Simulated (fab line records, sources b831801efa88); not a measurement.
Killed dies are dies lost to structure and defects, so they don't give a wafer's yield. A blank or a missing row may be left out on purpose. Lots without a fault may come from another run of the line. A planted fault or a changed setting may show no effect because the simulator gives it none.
Which tool did it? | flow gf180mcu | 12 lots, 36 wafers sampled, at 5 steps of a route of 602

WHAT THE GAUGES READ, wafer by wafer
GF_CONTACT_CD_MEAS_14: target cd 220 nm.
lot  | measured     | on        | cd_nm (nm)
L894 | day 16 10:12 | cd_sem-01 | 221.8 222.2 222.2
L895 | day 16 18:42 | cd_sem-02 | 218.2 219.4 219.4
L897 | day 17 16:21 | cd_sem-01 | 219.7 221.3 220.9
L898 | day 17 23:41 | cd_sem-01 | 219.3 218.8 217.4
L899 | day 18 06:04 | cd_sem-02 | 220.2 219.5 221.5
L900 | day 18 15:51 | cd_sem-01 | 218.8 218.4 218.3
L901 | day 19 01:48 | cd_sem-02 | 221.3 222.0 221.2
L903 | day 20 02:45 | cd_sem-02 | 220.4 220.9 220.5
L905 | day 21 12:57 | cd_sem-02 | 218.8 220.2 219.3
L913 | day 23 09:51 | cd_sem-01 | 221.2 220.6 218.8
L915 | day 24 06:53 | cd_sem-02 | 219.4 220.3 219.8
L916 | day 24 10:59 | cd_sem-02 | 215.6 217.4 216.3

GF_CONTACT_RS_MEAS_25: measures by four-point-probe.
lot  | measured     | on            | CONTACT_W_RS (ohm/sq)
L894 | day 16 11:01 | film_metro-02 | 0.380 0.385 0.385
L895 | day 16 19:32 | film_metro-02 | 0.388 0.386 0.383
L897 | day 17 17:11 | film_metro-03 | 0.389 0.369 0.390
L898 | day 18 00:31 | film_metro-02 | 0.391 0.375 0.373
L899 | day 18 06:54 | film_metro-02 | 0.376 0.375 0.389
L900 | day 18 16:40 | film_metro-03 | 0.383 0.388 0.386
L901 | day 19 02:37 | film_metro-01 | 0.384 0.375 0.374
L903 | day 20 03:34 | film_metro-01 | 0.413 0.418 0.420
L905 | day 21 13:47 | film_metro-03 | 0.419 0.418 0.419
L913 | day 23 10:40 | film_metro-01 | 0.390 0.376 0.376
L915 | day 24 07:50 | film_metro-03 | 0.375 0.389 0.369
L916 | day 24 11:51 | film_metro-02 | 0.386 0.372 0.367

GF_CONTACT_THK_MEAS_26: measures by xrf.
lot  | measured     | on            | CONTACT_W_THK (nm)
L894 | day 16 11:08 | film_metro-02 | 297 293 295
L895 | day 16 19:39 | film_metro-02 | 292 294 296
L897 | day 17 17:18 | film_metro-03 | 294 307 293
L898 | day 18 00:38 | film_metro-02 | 291 303 305
L899 | day 18 07:01 | film_metro-02 | 303 303 291
L900 | day 18 16:47 | film_metro-03 | 298 292 295
L901 | day 19 02:44 | film_metro-01 | 298 303 306
L903 | day 20 03:41 | film_metro-01 | 276 274 272
L905 | day 21 13:54 | film_metro-03 | 274 273 274
L913 | day 23 10:47 | film_metro-01 | 289 301 301
L915 | day 24 07:56 | film_metro-03 | 305 296 312
L916 | day 24 11:58 | film_metro-02 | 295 305 312

WHICH TOOL RAN EACH LOT (tool, then ch and the chambers of the sampled wafers, then the start)
lot  | GF_CONTACT_ETCH_16                 | GF_CONTACT_CVD_24
L894 | rie_diel-03 ch 1,2, day 16 10:21   | cvd_w-02 ch 0,1, day 16 10:55
L895 | rie_diel-01 ch 0,1,3, day 16 18:52 | cvd_w-02 ch 0,1, day 16 19:26
L897 | rie_diel-01 ch 1,2,3, day 17 16:31 | cvd_w-01 ch 0,1, day 17 17:05
L898 | rie_diel-01 ch 0,1,3, day 17 23:50 | cvd_w-01 ch 0,1, day 18 00:25
L899 | rie_diel-03 ch 0,1,3, day 18 06:13 | cvd_w-01 ch 0,1, day 18 06:47
L900 | rie_diel-02 ch 1,2, day 18 16:00   | cvd_w-02 ch 0,1, day 18 16:34
L901 | rie_diel-02 ch 0,2, day 19 01:58   | cvd_w-01 ch 0,1, day 19 02:31
L903 | rie_diel-01 ch 0,1,2, day 20 02:55 | cvd_w-02 ch 0,1, day 20 03:28
L905 | rie_diel-02 ch 2,3, day 21 13:07   | cvd_w-02 ch 0,1, day 21 13:41
L913 | rie_diel-03 ch 1,2,3, day 23 10:01 | cvd_w-01 ch 0,1, day 23 10:34
L915 | rie_diel-01 ch 1,2,3, day 24 07:00 | cvd_w-01 ch 0,1, day 24 07:44
L916 | rie_diel-01 ch 2,3, day 24 11:09   | cvd_w-01 ch 0,1, day 24 11:43
- GF_CONTACT_ETCH_16: etches BARC in N2/H2.
- GF_CONTACT_CVD_24: deposits W, target thk 300 nm, time 90.339 s.

WHAT THE TOOLS THEMSELVES READ (means of the sampled wafers that have a number; where no wafer has one, the mark that the record gives instead)
GF_CONTACT_ETCH_16.
lot  | tool        | drypump_motor_current_A (A) | oes_product_au (a.u.) | throttle_valve_pct (%)
L894 | rie_diel-03 | 6.0                         | 0.850                 | 13.223
L895 | rie_diel-01 | 5.7                         | 0.855                 | 13.228
L897 | rie_diel-01 | 5.6                         | 0.854                 | 13.218
L898 | rie_diel-01 | 5.7                         | 0.852                 | 13.223
L899 | rie_diel-03 | 5.5                         | 0.854                 | 13.229
L900 | rie_diel-02 | 5.6                         | 0.854                 | 13.217
L901 | rie_diel-02 | 5.7                         | 0.852                 | 13.216
L903 | rie_diel-01 | 5.6                         | 0.855                 | 13.222
L905 | rie_diel-02 | 5.2                         | 0.856                 | 13.216
L913 | rie_diel-03 | 5.9                         | 0.857                 | 13.231
L915 | rie_diel-01 | 5.6                         | 0.859                 | 13.219
L916 | rie_diel-01 | 5.7                         | 0.856                 | 13.225

GF_CONTACT_CVD_24.
lot  | tool     | chamber_pressure_Torr (Torr) | heater_power_w (W)
L894 | cvd_w-02 | 40.01                        | 852
L895 | cvd_w-02 | 40.00                        | 907
L897 | cvd_w-01 | 40.01                        | 838
L898 | cvd_w-01 | 40.08                        | 889
L899 | cvd_w-01 | 39.96                        | 898
L900 | cvd_w-02 | 40.03                        | 926
L901 | cvd_w-01 | 40.08                        | 906
L903 | cvd_w-02 | 33.22                        | 930
L905 | cvd_w-02 | 33.32                        | 859
L913 | cvd_w-01 | 40.04                        | 903
L915 | cvd_w-01 | 40.03                        | 898
L916 | cvd_w-01 | 40.08                        | 903

THE ANSWER, worked out from the rows above alone
Rule: what is usual is taken from the lots themselves. Put in order of their means at a reading, lots are off if they are a third of the lots or fewer, leave a main group of 4 or more, and stand apart from it by a gap of 3 or more times the standard deviation of the main group's means; of several such gaps the widest counts. A main group whose means are all the same, to the digits that the tables above print for the reading, isn't used. A lot without any number at a reading at which 4 lots or more have one is off too. The other lots that the step has rows for count as sound. The gauges are gone through in route order, then the tools' own readings, and for those a lot's mean is taken as printed above. The first step at which some lot is off is used, and at that step the reading that is off furthest; a lot without a number counts as furthest.
Off: L903, L905, at GF_CONTACT_RS_MEAS_25 (CONTACT_W_RS). The main group: mean 0.381 ohm/sq, standard deviation 0.0034.
A tool fits if, at a process step before that reading, it ran every lot that is off, and no sound lot after the first of them. The gauges at GF_CONTACT_RS_MEAS_25 aren't tried: what is off there is off at GF_CONTACT_CVD_24 too, on other tools, and a gauge's error can't cause that. One fits: cvd_w-02 at GF_CONTACT_CVD_24. Its last sound lot is L900 (day 18 16:34), its first lot that is off L903 (day 20 03:28): a fault that began between those two fits.
The tool's own readings at GF_CONTACT_CVD_24 bear it out: on the lots that are off they differ by more than 5 times the standard deviation of the sound lots' means. chamber_pressure_Torr reads 33.27 Torr there against 40.03 Torr on the sound lots.

WHAT THE SIMULATOR HAD PUT IN
Process parameter drift: cvd_w-02, from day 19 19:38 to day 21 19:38, at GF_CONTACT_CVD_24. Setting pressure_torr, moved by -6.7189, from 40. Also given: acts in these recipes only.
Lots struck among those shown: L903, L905. The rule above found the same.
